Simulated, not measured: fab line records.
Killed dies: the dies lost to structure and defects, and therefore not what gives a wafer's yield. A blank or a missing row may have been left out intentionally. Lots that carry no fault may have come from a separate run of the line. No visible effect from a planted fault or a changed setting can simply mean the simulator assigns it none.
2 desks looking at one fault || flow gf180mcu || only its own numbers are on each desk; what lay behind them is given at the end

FROM THE METROLOGY DESK
Lot by lot, what the gauges showed, no matter which tool ran the lot: averages of those sampled wafers that carry a number. Marked OUT: a lot whose mean sits more than 4 standard deviations from the usual mean, which makes it out of limits; the brackets give that distance.
Columns: A = MVSD_TW at GF_MVSD_TW_MEAS_11, usual 1589; B = MVSD_RS at GF_VT_IMPLANT_RS_MEAS_46, usual 456.7 ohm/sq
{"lot": "L516", "first seen here": "day 4 17:05", "A": 1582, "B": 455.9}
{"lot": "L517", "first seen here": "day 4 22:26", "A": 1575, "B": 459.0}
{"lot": "L524", "first seen here": "day 6 15:56", "A": 1600, "B": 454.7}
{"lot": "L526", "first seen here": "day 7 04:03", "A": 1592, "B": 456.7}
{"lot": "L527", "first seen here": "day 7 06:33", "A": "1769 (+23) OUT", "B": "382.9 (-57) OUT"}
{"lot": "L529", "first seen here": "day 7 20:01", "A": "1765 (+22) OUT", "B": "382.0 (-57) OUT"}
{"lot": "L530", "first seen here": "day 8 02:23", "A": 1595, "B": 455.4}
{"lot": "L533", "first seen here": "day 8 22:28", "A": 1586, "B": 456.0}
{"lot": "L534", "first seen here": "day 9 01:35", "A": 1581, "B": 458.1}
{"lot": "L535", "first seen here": "day 9 06:47", "A": 1589, "B": 456.5}
{"lot": "L536", "first seen here": "day 9 10:13", "A": 1588, "B": 455.3}
{"lot": "L537", "first seen here": "day 9 21:58", "A": 1585, "B": 459.0}
Finding of this desk: L527, L529 out of limits, first seen on L527 at day 7 06:33 (MVSD_TW at GF_MVSD_TW_MEAS_11). Within limits: L516, L517, L524, L526, L530, L533, L534, L535, L536, L537.

TOOL OWNER'S DESK, implanter-01
For each lot that ran on this tool, the mean over its sampled wafers that have a number, from the tool's own readings at GF_MVSD_IMPLANT_08. Marked OUT: a lot whose mean sits more than 4 standard deviations from the usual mean, which makes it out of limits; the brackets give that distance.
Columns: A = beamEnergyKeV at GF_MVSD_IMPLANT_08, usual 399.98; B = doseIonsCm2 at GF_MVSD_IMPLANT_08, usual 1.5997e+13; C = faradayCurrentUA at GF_MVSD_IMPLANT_08, usual 90.3
{"lot": "L526", "first seen here": "day 7 03:41", "A": 399.85, "B": 1.6009e+13, "C": 90.6}
{"lot": "L527", "first seen here": "day 7 06:10", "A": 400.04, "B": "2.3286e+13 (+99 or more) OUT", "C": "129.3 (+20) OUT"}
{"lot": "L529", "first seen here": "day 7 19:37", "A": 399.99, "B": "2.3278e+13 (+99 or more) OUT", "C": "132.1 (+21) OUT"}
This desk finds L527, L529 out of limits, L527 being first, at day 7 06:10 (doseIonsCm2 at GF_MVSD_IMPLANT_08). Within limits: L526.

ALL TOGETHER
An alarm could have come from the tool owner's desk at day 7 06:10, on L527, L529.
At day 7 06:33 the metrology desk could have sounded an alarm, on L527, L529.
GF_MVSD_IMPLANT_08 was run on implanter-01 by each of the lots named.

WHAT HAD BEEN PUT IN BY THE SIMULATOR
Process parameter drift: implanter-01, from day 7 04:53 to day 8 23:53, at GF_MVSD_IMPLANT_08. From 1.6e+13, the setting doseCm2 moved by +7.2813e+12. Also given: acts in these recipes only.
Shown lots that were struck: L527, L529.
Counting hours from when the fault started, the first reading out of limits came at 1 for the tool owner's desk and at 2 for the metrology desk.
